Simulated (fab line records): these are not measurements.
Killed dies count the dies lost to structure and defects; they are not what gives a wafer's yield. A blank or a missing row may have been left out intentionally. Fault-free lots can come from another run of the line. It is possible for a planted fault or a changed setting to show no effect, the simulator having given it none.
Comparing a struck lot with a sound one | flow sky130 | 35 steps out of a route of 708
Sound: these wafers, L670.2, L670.5, L670.6. The struck wafers were L673.3, L673.4, L673.5. At the end, the cause is stated.
Per side, at each step with rows, come the tool, then ch with its chambers, and then its first start. Under that, the readings that differ: sound wafers | struck wafers | difference of the means | sigmas: that difference in standard deviations of wafers without a fault.
alike: same words and numbers on both sides, and readings whose means sit less than 2 such deviations apart. not compared: any withheld reading, any reading some wafer has no value for, any bound like >300 that may hide the same value, and any number with overlapping values for which the record gives no deviation.
The two part at a step that has a row with sigmas, a row that says differs or no value, or rows on one side only. Numbers that don't overlap but have no deviation are shown without sigmas and don't part them. Lack of a reading on every wafer of one side parts them only where that side has two or more wafers.

SKY_SD_P_CD_MEAS_07 targets a cd of 380 nm.
  sound: cd sem-02 at day 23 07:17; struck: cd sem-02 at day 24 10:25
  alike: cd nm
SKY_SD_P_OVL_MEAS_08:
  sound: overlay-02 at day 23 07:23; struck: overlay-01 at day 24 10:31
  alike: SD_P_OVL
next, for these wafers, 1 step has no rows: SKY_SD_P_IMPLANT_09.
SKY_SD_P_STRIP_10: strips in O2/N2.
  sound on plasma asher-01 ch 0,1, day 23 07:34; struck on plasma asher-02 ch 0,1, day 24 10:43
  alike: chamber pressure mTorr, drypump motor current A, oes product au, strip time to endpoint s
  not compared: rf hours counter h
SKY_SD_P_TW_MEAS_11:
  sound: film metro-04 at day 23 07:41; struck: film metro-04 at day 24 10:49
  alike: SD_P_TW
then, 7 steps without rows for these wafers: SKY_RES_XHIGH_DEHYDRATE_00 (time 60 s); SKY_RES_XHIGH_HMDS_01 (prime time 60 s); SKY_RES_XHIGH_COAT_02 (resist thk 1140 nm); SKY_RES_XHIGH_SOFTBAKE_03 (time 60 s); SKY_RES_XHIGH_EXPOSE_04 (exposes mask URPM, target cd 1270 nm); SKY_RES_XHIGH_PEB_05; SKY_RES_XHIGH_DEVELOP_06 (develop time 60 s).
SKY_RES_XHIGH_IMPLANT_07:
  sound on implanter-01 ch 0, day 24 12:47; struck on implanter-01 ch 0, day 25 14:10
  reading            | sound                         | struck                     | difference | sigmas
  beam on s (s)      | 42 40 40                      | 10 10 10                   | -31        | -8
  dose ions cm2      | 3.597e+14 3.604e+14 3.599e+14 | 3.59e+13 3.61e+13 3.61e+13 | -3.24e+14  | -99 or more
  faraday current uA | 478 501 501                   | 202 194 203                | -294       | -6
SKY_RES_XHIGH_STRIP_08: strips in O2/N2.
  sound on plasma asher-02 ch 0,1, day 24 12:55; struck on plasma asher-04 ch 0,1, day 25 14:17
  reading                      | sound             | struck            | difference | sigmas
  strip time to endpoint s (s) | 14.33 14.36 14.29 | 14.22 14.30 14.19 | -0.09      | -2
  alike: chamber pressure mTorr, drypump motor current A, oes product au
  not compared: rf hours counter h
SKY_RES_XHIGH_TW_MEAS_09:
  sound: film metro-02 at day 24 13:01; struck: film metro-02 at day 25 14:47
  reading      | sound          | struck      | difference | sigmas
  RES_XHIGH_TW | 1625 1641 1641 | 786 786 794 | -847       | -99 or more
then, 7 steps without rows for these wafers: SKY_SD_N_DEHYDRATE_00 (time 60 s); SKY_SD_N_HMDS_01 (prime time 60 s); SKY_SD_N_COAT_02 (resist thk 1140 nm); SKY_SD_N_SOFTBAKE_03 (time 60 s); SKY_SD_N_EXPOSE_04 (exposes mask NSDM, target cd 380 nm); SKY_SD_N_PEB_05; SKY_SD_N_DEVELOP_06 (develop time 60 s).
SKY_SD_N_CD_MEAS_07 targets a cd of 380 nm.
  sound: cd sem-02 at day 25 17:20; struck: cd sem-02 at day 26 17:52
  alike: cd nm
SKY_SD_N_OVL_MEAS_08:
  sound: overlay-02 at day 25 17:26; struck: overlay-02 at day 26 17:58
  alike: SD_N_OVL
then, 2 steps without rows for these wafers: SKY_SD_N_IMPLANT_09; SKY_SD_N_IMPLANT_10.
SKY_SD_N_STRIP_11: strips in O2/N2.
  sound on plasma asher-04 ch 0,1, day 25 17:46; struck on plasma asher-04 ch 0,1, day 26 18:19
  alike: chamber pressure mTorr, drypump motor current A, oes product au, strip time to endpoint s
  not compared: rf hours counter h
SKY_SD_N_TW_MEAS_12:
  sound: film metro-02 at day 25 17:52; struck: film metro-02 at day 26 18:25
  alike: SD_N_TW
then, 1 step without rows for these wafers: SKY_SD_N_CLEAN_13 (cleans in SC1/SC2, time 150 s).
SKY_SD_N_RTA_14: time 2 s.
  sound on rtp anneal-01 ch 0, day 25 17:59; struck on rtp anneal-01 ch 0, day 26 18:32
  alike: lamp power pct, wafer_temp_C_max
SKY_SD_N_RS_MEAS_16: measures by four-point-probe.
  sound: film metro-01 at day 25 18:10; struck: film metro-04 at day 26 18:43
  reading          | sound             | struck            | difference | sigmas
  SD_N_RS (ohm/sq) | 68.08 68.16 68.21 | 68.47 68.32 68.42 | +0.25      | +2
SKY_SD_N_RS_MEAS_17: measures by four-point-probe.
  sound: film metro-01 at day 25 18:17; struck: film metro-04 at day 26 18:50
  reading          | sound             | struck            | difference | sigmas
  SD_P_RS (ohm/sq) | 145.7 145.8 146.0 | 147.2 146.1 146.9 | +0.9       | +2
SKY_SD_N_RS_MEAS_18: measures by four-point-probe.
  sound: film metro-01 at day 25 18:24; struck: film metro-04 at day 26 18:58
  reading               | sound             | struck               | difference | sigmas
  RES_XHIGH_RS (ohm/sq) | 330.8 330.8 330.9 | 2025.1 2015.4 1987.8 | +1678.6    | +99 or more
then, 1 step without rows for these wafers: SKY_SALICIDE_CLEAN_00 (cleans in HF-last, time 30 s).
-- the record jumps here: 18 days lie between the struck wafers' starts before and after (it left off in module SALICIDE and takes up again in module PAD_OPEN, whose first step shown is number 708 of the route) --
SKY_PAD_OPEN_PROBE_99:
  sound: prober-02 at day 44 10:58; struck: prober-02 at day 45 01:49
  reading                       | sound | struck | difference | sigmas
  killed at other               | 1 1 2 | 0 0 0  | -1         | -3
  model.etest.res xhigh po.open | 0 0 0 | 1 1 1  | +1         |
  alike: killed_at_M0_to_M3, killed_at_M4_up, killed at contacts, killed at front end, killed dies, killed open, killed short

== WHERE THEY PART ==
At SKY_RES_XHIGH_IMPLANT_07 first; at SKY_PAD_OPEN_PROBE_99 last (within this record only).

WHY: the cause the simulator had injected
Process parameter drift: implanter-01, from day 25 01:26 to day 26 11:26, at SKY_RES_XHIGH_IMPLANT_07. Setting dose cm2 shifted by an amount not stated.
